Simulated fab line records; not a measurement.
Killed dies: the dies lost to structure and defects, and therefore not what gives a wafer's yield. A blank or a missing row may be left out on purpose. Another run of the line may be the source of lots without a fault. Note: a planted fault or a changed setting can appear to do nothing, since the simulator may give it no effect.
fab line records    flow sky130
record: lots: 5  wafers: 15  last_day: 49
route steps=708 shown LDD_P@259 LDD_HVN@267 PAD_OPEN@708
lots untouched by any fault: they come from a run of this same line in which no faults occurred
start_h: the number of hours between the record's first day and the start of the first shown wafer of the lot    wait_h: hours elapsed since this lot's preceding step    " unchanged from the row above    L1.1+2: several wafers, shown together as one row    - no value present, or no start provided    * or withheld: withheld    < > ~ a bound
route shown NAME@n: names a module that has steps shown in the file, with the first one's number in the route    usual: the fault-free wafers' mean and standard deviation    same: alike in all rows    chamber/n: place in a boat    sites: per-site readings    _std_site: the standard deviation of these    _edge_site: inner sites' mean taken away from outer sites' mean    radius_mm: how far each site lies from the wafer's centre    mask NAME#n: copy n    behind: tool/chamber where the wafer was last shaped    hold: the reason the lot was held/the length of the hold in hours/how it ended    device: names the non-switching transistor (n, p or np)    end of line: the same wafers' tests at the end of the route    for a step that has no rows: nothing shown but its recipe    killed: at the first sort, the dies lost to defects and structure; wafer yield is something else    map: shows each die of a wafer: x if killed, . if not, _ if none is there
set.NAME: the setting that was run; set.NAME@STEP: the one run at that earlier step    model.NAME: the simulator's own value behind a step, which no gauge read
lots seen at some steps along the route; tables by step, rows by wafer
services: a tool's chamber out of use, with start hour (start_h, from the record's first day; less than 0 if before it), hours out, and reason
== steps ==
step: SKY_LDD_P_EXPOSE_04
recipe: mask_id: PSDM  na: 0.6  source_shape: conventional  sigma_outer: 0.6  polarization: unpolarized  target_cd_nm: 380  dose_mj: 138
step: SKY_LDD_P_PEB_05
recipe: temp_c: withheld  time_s: *  resist: NOVOLAK
step: SKY_LDD_P_DEVELOP_06
recipe: resist: NOVOLAK  developer: TMAH  develop_time_s: 60  dev_temp_c: 23
step: SKY_LDD_P_CD_MEAS_07
recipe: target_cd_nm: 380
usual: cd_nm: 380.1/2.5
lot.wafer  tool       chamber  start_h  wait_h  cd_nm
L496.1     cd_sem-02  -        419.27   0.1     375.4
L496.4     "          -        "        "       377.6
L496.6     "          -        "        "       377.9
L498.1     cd_sem-02  -        443.86   0.1     379.1
L498.2     "          -        "        "       379.2
L498.3     "          -        "        "       380.6
L501.4     cd_sem-01  -        480.45   0.1     382.5
L501.5     "          -        "        "       382.0
L501.6     "          -        "        "       383.6
L509.3     cd_sem-01  -        543.07   0.1     379.2
L509.4     "          -        "        "       380.5
L509.6     "          -        "        "       379.1
L515.3     cd_sem-01  -        592.24   0.1     380.2
L515.5     "          -        "        "       379.8
L515.6     "          -        "        "       380.9
step: SKY_LDD_P_OVL_MEAS_08
usual: LDD_P_OVL: -0.3/1.5
lot.wafer  tool        chamber  start_h  wait_h  LDD_P_OVL[nm]
L496.1     overlay-02  -        419.39   0.1     -3.8
L496.4     "           -        "        "       -1.7
L496.6     "           -        "        "       -0.6
L498.1     overlay-02  -        443.98   0.1     -0.2
L498.2     "           -        "        "       -1.0
L498.3     "           -        "        "       -0.1
L501.4     overlay-01  -        480.52   0.1     -1.4
L501.5     "           -        "        "       -5.2
L501.6     "           -        "        "       -3.2
L509.3     overlay-02  -        543.17   0.1     0.9
L509.4     "           -        "        "       -1.8
L509.6     "           -        "        "       0.6
L515.3     overlay-01  -        592.34   0.1     -1.0
L515.5     "           -        "        "       -0.4
L515.6     "           -        "        "       1.5
step: SKY_LDD_P_IMPLANT_09
recipe: species: BF2  energy_kev: 25  dose_cm2: 1e+13  tilt_deg: withheld
step: SKY_LDD_P_STRIP_10
recipe: chemistry: O2/N2  power_w: 1400  pressure_mtorr: 1500  platen_temp_c: withheld  o2_flow_sccm: 3000  n2_flow_sccm: 300  overash_fraction: 0.5
usual: chamber_pressure_mTorr: 1500.0/1.4  drypump_motor_current_A: 5.9/0.35  oes_product_au: 0.716/0.0045  strip_time_to_endpoint_s: 14.18/0.042
lot.wafer  tool             chamber  start_h  wait_h  chamber_pressure_mTorr  drypump_motor_current_A  oes_product_au  rf_hours_counter_h  strip_time_to_endpoint_s
L496.1     plasma_asher-04  0        419.58   0.1     1499.4                  5.9                      0.719           74                  14.17
L496.4     "                0        "        "       1502.5                  5.9                      0.718           -                   14.21
L496.6     "                1        "        "       1497.6                  5.3                      0.718           -                   14.18
L498.1     plasma_asher-01  1        444.16   0.1     1501.1                  6.3                      0.713           2                   14.22
L498.2     "                0        "        "       1499.2                  5.5                      0.705           2                   14.20
L498.3     "                0        "        "       1499.8                  5.5                      0.716           -                   14.23
L501.4     plasma_asher-01  0        480.72   0.1     1497.4                  5.5                      0.711           -                   14.21
L501.5     "                1        "        "       1501.2                  6.3                      0.717           -                   14.20
L501.6     "                0        "        "       1501.7                  5.5                      0.711           -                   14.23
L509.3     plasma_asher-01  0        543.37   0.1     1500.1                  5.5                      0.709           -                   14.22
L509.4     "                1        "        "       1501.4                  6.3                      0.705           -                   14.23
L509.6     "                0        "        "       1499.8                  5.5                      0.709           -                   14.22
L515.3     plasma_asher-02  0        592.54   0.1     1499.8                  6.1                      0.718           -                   14.19
L515.5     "                1        "        "       1499.7                  6.3                      0.719           -                   14.15
L515.6     "                0        "        "       1501.2                  6.1                      0.719           -                   14.19
step: SKY_LDD_P_TW_MEAS_11
usual: LDD_P_TW: 642/3.5
lot.wafer  tool           chamber  start_h  wait_h  LDD_P_TW
L496.1     film_metro-02  -        419.68   0.1     645
L496.4     "              -        "        "       644
L496.6     "              -        "        "       644
L498.1     film_metro-03  -        444.26   0.1     643
L498.2     "              -        "        "       645
L498.3     "              -        "        "       639
L501.4     film_metro-01  -        480.82   0.1     642
L501.5     "              -        "        "       642
L501.6     "              -        "        "       640
L509.3     film_metro-03  -        543.46   0.1     642
L509.4     "              -        "        "       645
L509.6     "              -        "        "       644
L515.3     film_metro-03  -        592.63   0.1     645
L515.5     "              -        "        "       650
L515.6     "              -        "        "       646
step: SKY_LDD_HVN_DEHYDRATE_00
recipe: temp_c: 200  time_s: 60
step: SKY_LDD_HVN_HMDS_01
recipe: prime_time_s: 60  prime_temp_c: 120
step: SKY_LDD_HVN_COAT_02
recipe: resist: NOVOLAK  spin_rpm: 3000  resist_thk_nm: 300
step: SKY_LDD_HVN_SOFTBAKE_03
recipe: temp_c: 90  time_s: 60  resist: NOVOLAK
step: SKY_LDD_HVN_EXPOSE_04
recipe: mask_id: HVNTM  na: 0.6  source_shape: conventional  sigma_outer: 0.6  polarization: unpolarized  target_cd_nm: 700  dose_mj: 127
same: sigma_outer: 0.6
lot.wafer   tool              chamber  start_h  wait_h  mask
L496.1+4+6  iline_stepper-02  0        435.16   -       HVNTM#0
L498.1+2+3  iline_stepper-01  0        459.90   -       HVNTM#0
L501.4+5+6  iline_stepper-01  0        496.48   -       PSDM#0
L509.3+4+6  iline_stepper-01  0        558.37   -       HVNTM#0
L515.3+5+6  iline_stepper-02  0        607.32   -       HVNTM#0
step: SKY_LDD_HVN_PEB_05
recipe: temp_c: withheld  time_s: *  resist: NOVOLAK
step: SKY_LDD_HVN_DEVELOP_06
recipe: resist: NOVOLAK  developer: TMAH  develop_time_s: 60  dev_temp_c: 23
step: SKY_LDD_HVN_OVL_MEAS_07
usual: LDD_HVN_OVL: -0.1/1.6
lot.wafer  tool        chamber  start_h  wait_h  LDD_HVN_OVL[nm]
L496.1     overlay-02  -        449.36   0.1     1.1
L496.4     "           -        "        "       -0.4
L496.6     "           -        "        "       -0.6
L498.1     overlay-02  -        475.06   0.1     3.3
L498.2     "           -        "        "       1.9
L498.3     "           -        "        "       1.8
L501.4     overlay-01  -        510.57   0.1     -
L501.5     "           -        "        "       -
L501.6     "           -        "        "       -
L509.3     overlay-02  -        572.38   0.1     -1.5
L509.4     "           -        "        "       -0.2
L509.6     "           -        "        "       -2.3
L515.3     overlay-02  -        621.97   0.1     -0.6
L515.5     "           -        "        "       -1.2
L515.6     "           -        "        "       0.7
step: SKY_LDD_HVN_IMPLANT_08
recipe: species: P  energy_kev: 60  dose_cm2: 3e+13  tilt_deg: 40
step: SKY_LDD_HVN_STRIP_09
recipe: chemistry: O2/N2  power_w: 1400  pressure_mtorr: 1500  platen_temp_c: withheld  o2_flow_sccm: 3000  n2_flow_sccm: 300  overash_fraction: 0.5
usual: chamber_pressure_mTorr: 1500.1/1.4  drypump_motor_current_A: 5.8/0.37  oes_product_au: 0.409/0.0048  strip_time_to_endpoint_s: 4.133/0.014
lot.wafer  tool             chamber  start_h  wait_h  chamber_pressure_mTorr  drypump_motor_current_A  oes_product_au  rf_hours_counter_h  strip_time_to_endpoint_s
L496.1     plasma_asher-04  0        449.54   0.1     1500.0                  5.9                      0.407           78                  4.138
L496.4     "                0        "        "       1499.5                  5.9                      0.417           -                   4.132
L496.6     "                1        "        "       1500.7                  5.3                      0.406           -                   4.125
L498.1     plasma_asher-01  0        475.24   0.1     1500.6                  5.5                      0.407           5                   4.128
L498.2     "                1        "        "       1500.7                  6.3                      0.407           5                   4.164
L498.3     "                0        "        "       1497.6                  5.5                      0.397           -                   4.145
L501.4     plasma_asher-04  1        510.77   0.1     1499.3                  5.3                      0.419           -                   4.134
L501.5     "                1        "        "       1500.3                  5.3                      0.420           -                   4.124
L501.6     "                0        "        "       1501.9                  5.9                      0.403           -                   4.125
L509.3     plasma_asher-01  1        572.59   0.1     1498.6                  6.2                      0.411           -                   4.147
L509.4     "                0        "        "       1503.3                  5.5                      0.408           -                   4.133
L509.6     "                1        "        "       1499.1                  6.2                      0.405           -                   4.130
L515.3     plasma_asher-03  0        622.18   0.1     1500.1                  6.3                      0.411           -                   4.139
L515.5     "                0        "        "       1499.5                  6.3                      0.408           -                   4.138
L515.6     "                1        "        "       1500.6                  5.6                      0.410           -                   4.136
step: SKY_LDD_HVN_TW_MEAS_10
usual: LDD_HVN_TW: 1455/7.2
lot.wafer  tool           chamber  start_h  wait_h  hold                      LDD_HVN_TW
L496.1     film_metro-04  -        449.64   0.1     -                         1463
L496.4     "              -        "        "       -                         1453
L496.6     "              -        "        "       -                         1455
L498.1     film_metro-03  -        475.34   0.1     -                         1458
L498.2     "              -        "        "       -                         1455
L498.3     "              -        "        "       -                         1454
L501.4     film_metro-02  -        510.87   0.1     await_dispo/0.2h/release  31
L501.5     "              -        "        "       await_dispo/0.2h/release  31
L501.6     "              -        "        "       await_dispo/0.2h/release  31
L501.4     film_metro-02  -        511.10   0.2     -                         31
L501.5     "              -        "        "       -                         31
L501.6     "              -        "        "       -                         31
L509.3     film_metro-03  -        572.68   0.1     -                         1461
L509.4     "              -        "        "       -                         1455
L509.6     "              -        "        "       -                         1456
L515.3     film_metro-03  -        622.26   0.1     -                         1447
L515.5     "              -        "        "       -                         1448
L515.6     "              -        "        "       -                         1443
step: SKY_PAD_OPEN_PROBE_99
usual: defect_limited_yield: 82.2/2  killed_at_M0_to_M3: 43/6.4  killed_at_M4_up: 3.2/1.8  killed_at_contacts: 25/5.8  killed_at_front_end: 16/4.1  killed_at_other: 0.2/0.47  killed_dies: 88/9.9  killed_open: 47/7.3  killed_short: 40/7.1  sort_bin_3_pad_short: 0.9/0.41  sort_bin_5_function: 10.6/1.6  sort_bin_6_memory: 6.3/1.2  sort_n_pass: 404/9.9  sort_yield_pct: 82.2/2
same: gross_dies: 492  killed_at_back_side: 0  sort_bin_4_leakage[%]: 0  sort_bin_8_speed[%]: 0
lot.wafer  tool       chamber  start_h  wait_h  defect_limited_yield[%]  killed_at_M0_to_M3  killed_at_M4_up  killed_at_contacts  killed_at_front_end  killed_at_other  killed_dies  killed_open  killed_short  sort_bin_3_pad_short[%]  sort_bin_5_function[%]  sort_bin_6_memory[%]  sort_n_pass  sort_yield_pct[%]
L496.1     prober-01  -        1067.76  0.1     83.9                     39                  3                28                  9                    0                79           44           35            1.2                      11.0                    3.9                   413          83.9
L496.4     prober-01  -        1067.91  0.2     85.0                     39                  2                20                  13                   0                74           38           36            0.4                      9.3                     5.3                   418          85.0
L496.6     prober-01  -        1068.01  0.2     82.3                     44                  2                25                  15                   1                87           43           44            1.0                      9.6                     7.1                   405          82.3
L509.3     prober-02  -        1147.16  0.2     82.5                     46                  0                26                  14                   0                86           45           40            0.4                      10.2                    6.9                   406          82.5
L509.4     prober-02  -        1147.21  0.2     85.0                     47                  0                11                  16                   0                74           40           33            0.6                      7.9                     6.5                   418          85.0
L509.6     prober-02  -        1147.31  0.2     81.3                     48                  5                22                  17                   0                92           59           33            0.8                      11.8                    6.1                   400          81.3
killed by level:class
L496.1 CONTACT:geometric_particle:open=13 VIA1:geometric_particle:open=7 LI_CONTACT:geometric_particle:open=6 METAL1:geometric_particle:short=6 VIA2:geometric_particle:open=6 FIELD_ISO:geometric_particle:short=4 CONTACT:geometric_particle:short=4 VIA1:geometric_particle:short=4
L496.4 LI_CONTACT:geometric_particle:open=7 VIA1:geometric_particle:open=7 METAL2:geometric_particle:short=6 CONTACT:geometric_particle:open=5 METAL1:geometric_particle:short=5 VIA2:geometric_particle:open=5 VIA1:geometric_particle:short=4 CONTACT:geometric_particle:short=4
L496.6 VIA1:geometric_particle:open=9 CONTACT:geometric_particle:open=8 LOCAL_INTERCONNECT:geometric_particle:short=7 VIA2:geometric_particle:open=7 CONTACT:geometric_particle:short=5 VIA3:geometric_particle:open=5 FIELD_ISO:geometric_particle:short=4 POLY_GATE:geometric_particle:short=4
L509.3 VIA1:geometric_particle:open=11 CONTACT:geometric_particle:open=9 VIA3:geometric_particle:open=8 FIELD_ISO:geometric_particle:short=7 CONTACT:geometric_particle:short=6 VIA2:geometric_particle:short=6 VIA2:geometric_particle:open=6 METAL2:geometric_particle:short=5
L509.4 VIA2:geometric_particle:open=9 VIA3:geometric_particle:open=7 FIELD_ISO:geometric_particle:open=5 VIA1:geometric_particle:open=5 VIA2:geometric_particle:short=5 FIELD_ISO:geometric_particle:short=4 POLY_GATE:geometric_particle:open=4 METAL1:geometric_particle:short=4
L509.6 CONTACT:geometric_particle:open=11 VIA1:geometric_particle:open=11 VIA2:geometric_particle:open=10 POLY_GATE:geometric_particle:open=5 VIA1:geometric_particle:short=5 LI_CONTACT:geometric_particle:open=5 VIA3:geometric_particle:open=5 METAL1:geometric_particle:short=5
== services ==
tool              chamber  start_h  hours  kind
plasma_asher-01   -        421.25   9.0    pm
plasma_asher-01   0        421.25   9.0    vent_cycle
plasma_asher-01   1        421.25   9.0    vent_cycle
plasma_asher-01   0        430.25   -      clean
plasma_asher-01   1        430.25   -      clean
plasma_asher-03   -        435.47   15.6   pm
iline_stepper-02  -        441.71   10.6   repair
iline_stepper-02  -        460.00   4.6    repair
iline_stepper-01  -        465.59   1.7    pm
iline_stepper-02  -        466.86   12.8   repair
iline_stepper-02  -        488.04   1.7    pm
plasma_asher-04   -        541.65   1.7    repair
iline_stepper-02  0        542.01   -      calibration
iline_stepper-01  0        544.19   -      calibration
plasma_asher-04   -        619.48   2.8    pm
iline_stepper-01  -        620.85   2.1    pm
== key ==
first_sign: step: SKY_LDD_HVN_EXPOSE_04  reading: mask  direction: changed
effect: step: SKY_LDD_HVN_OVL_MEAS_07  reading: LDD_HVN_OVL  direction: missing
effect: step: SKY_LDD_HVN_TW_MEAS_10  reading: visit  direction: added
effect: step: SKY_LDD_HVN_TW_MEAS_10  reading: LDD_HVN_TW  direction: down  sigmas: 99+  usual: 1455  struck: 31
met_at SKY_LDD_HVN_EXPOSE_04
struck_wafers L501.4,L501.5,L501.6
scrapped_behind SKY_LDD_HVN_TW_MEAS_10 L501.4,L501.5,L501.6
onset_between 459.90 496.48
fault: kind: wrong_mask  tool: any  chamber: -  onset_h: 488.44  steps: SKY_LDD_HVN_EXPOSE_04  aux_copy: PSDM#0  scope: struck_lots_only
